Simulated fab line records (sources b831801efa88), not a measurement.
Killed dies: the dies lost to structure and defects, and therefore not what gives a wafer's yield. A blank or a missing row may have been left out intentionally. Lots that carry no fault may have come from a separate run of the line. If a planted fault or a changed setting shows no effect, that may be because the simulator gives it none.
A lot that was struck, set against a sound lot ; flow sky130 ; 16 steps out of a route of 708
Sound: these wafers, L711.2, L711.3, L711.5. Struck: wafer L714.1 (L714.5, L714.6, from the same lot, were not struck and are left out); the cause is given at the end.
Order at every step that has rows: each side's tool, ch and its chambers, its first start. Under that, the readings that differ: sound wafers ; struck wafers ; difference of the means ; sigmas: that difference in standard deviations of wafers without a fault.
alike: readings with means less than 2 such deviations apart, plus words and numbers identical on both sides. not compared: withheld readings, readings lacking a value on some wafer, bounds such as >300 that could conceal the same value, and numbers that have no deviation in the record and whose values overlap.
The two part at a step that has a row with sigmas, a row that says differs or no value, or rows on one side only. Non-overlapping numbers with no deviation appear without sigmas and do not part them. A reading missing from all wafers of one side parts the sides only when that side holds two or more wafers.

first, 2 steps without rows for these wafers: SKY_METAL3_PEB_11; SKY_METAL3_DEVELOP_12 (develop time 60 s).
SKY_METAL3_CD_MEAS_13: target cd 300 nm.
  struck on cdSem-01, day 41 18:13; sound on cdSem-01, day 40 20:26
  alike: cdNm
SKY_METAL3_OVL_MEAS_14:
  struck on overlay-01, day 41 18:20; sound on overlay-01, day 40 20:32
  alike: METAL3_OVL
SKY_METAL3_DESCUM_15: chemistry O2, time 8 s.
  sound on rieMetal-02 ch 0,1, day 40 20:34; struck on rieMetal-03 ch 0, day 41 18:22
reading;sound;struck;difference;sigmas
rfFwdPowerW (W);145.7 147.5 145.6;148.3;+2.0;+2
  alike: drypumpMotorCurrentA, oesProductAu
  not compared: rfHoursCounterH
then, 1 step without rows for these wafers: SKY_METAL3_ETCH_16 (etches BARC in N2/H2, stops on SiO2, time 88.2 s, target depth 60 nm).
SKY_METAL3_ETCH_17: etches SiO2 in C4F8/O2/Ar, stops on TiN, time 3.9 s, target depth 15 nm.
  sound on rieDiel-02 ch 0,3, day 40 20:42; struck on rieDiel-01 ch 2, day 41 18:30
  alike: oesProductAu, rfFwdPowerW
  not compared: rfHoursCounterH
SKY_METAL3_METAL_ETCH_18: etches the open film in Cl2/BCl3, stops on SiO2, target depth 845 nm, time 183.1 s.
  sound on rieMetal-03 ch 0,1, day 40 20:43; struck on rieMetal-02 ch 1, day 41 18:31
reading;sound;struck;difference;sigmas
throttleValvePct (%);22.271 22.280 22.253;22.249;-0.019;-2
  alike: drypumpMotorCurrentA, oesProductAu, rfFwdPowerW
  not compared: rfHoursCounterH
SKY_METAL3_STRIP_19: strips in O2/N2.
  sound on plasmaAsher-02 ch 0,1, day 40 20:54; struck on plasmaAsher-03 ch 0, day 41 18:42
  alike: drypumpMotorCurrentA, oesProductAu, stripTimeToEndpointS
  not compared: rfHoursCounterH
then, 3 steps without rows for these wafers: SKY_METAL3_STRIP_20 (strips in post etch residue remover, time 1200 s); SKY_METAL3_CLEAN_21 (cleans in IPA, time 180 s); SKY_METAL3_CLEAN_22 (cleans in O3/DIW).
SKY_VIA3_HDPCVD_00: deposits SiO2, target thk 1635 nm, time 272.5 s.
  sound on hdpcvd-02 ch 1,2, day 40 21:29; struck on hdpcvd-02 ch 0, day 41 19:17
reading;sound;struck;difference;sigmas
runLengthS (s);301.2 300.5 300.1;216.5;-84.1;-99 or more
model.SiO2_of_VIA3_HDPCVD_00.thkNm (nm);1640 1634 1640;1137;-501;
  alike: sih4FlowSccm
SKY_VIA3_THK_MEAS_01:
  struck on filmMetro-03, day 41 19:28; sound on filmMetro-01, day 40 21:40
reading;sound;struck;difference;sigmas
VIA3_HDPCVD_THK (nm);1640 1633 1641;1137;-501;-42
SKY_VIA3_CMP_02: polishes SiO2.
  sound on cmp-01 ch 0,2,3, day 40 21:46; struck on cmp-02 ch 3, day 41 19:31
reading;sound;struck;difference;sigmas
motorCurrentA (A);10.9 11.8 11.3;14.4;+3.1;+2
  alike: edgeZonePressureFrac, platenRpm, slurryFilterDpKPa
-- the record jumps here: 7 days lie between the struck wafers' starts before and after (it left off in module VIA3 and takes up again in module PAD_OPEN, whose first step shown is number 708 of the route) --
SKY_PAD_OPEN_PROBE_99:
  struck on prober-02, day 48 16:25; sound on prober-01, day 47 22:40
reading;sound;struck;difference;sigmas
killedAtFrontEnd;15 18 8;28;+14;+4
model.etest.tester.sortNPass;415 410 415;302;-111;
model.etest.tester.sortYieldPct (%);84.35 83.33 84.35;61.38;-22.63;
model.etest.tester.sort_bin_3_pct (%);0.813 0.6098 0.4065;22.15;+21.54;
model.etest.met4Comb.leakLog10AUm;-12.13 -12.03 -11.94;-7.735;+4.298;
model.etest.tester.sort_bin_8_pct (%);0 0 0;0.0001586;+0.0001586;
  alike: defectLimitedYield, killed_at_M0_to_M3, killed_at_M4_up, killedAtContacts, killedAtOther, killedDies, killedOpen, killedShort

WHERE THEY PART
Earliest at SKY_METAL3_DESCUM_15; latest, in this record, at SKY_PAD_OPEN_PROBE_99.

WHY: the cause the simulator had injected
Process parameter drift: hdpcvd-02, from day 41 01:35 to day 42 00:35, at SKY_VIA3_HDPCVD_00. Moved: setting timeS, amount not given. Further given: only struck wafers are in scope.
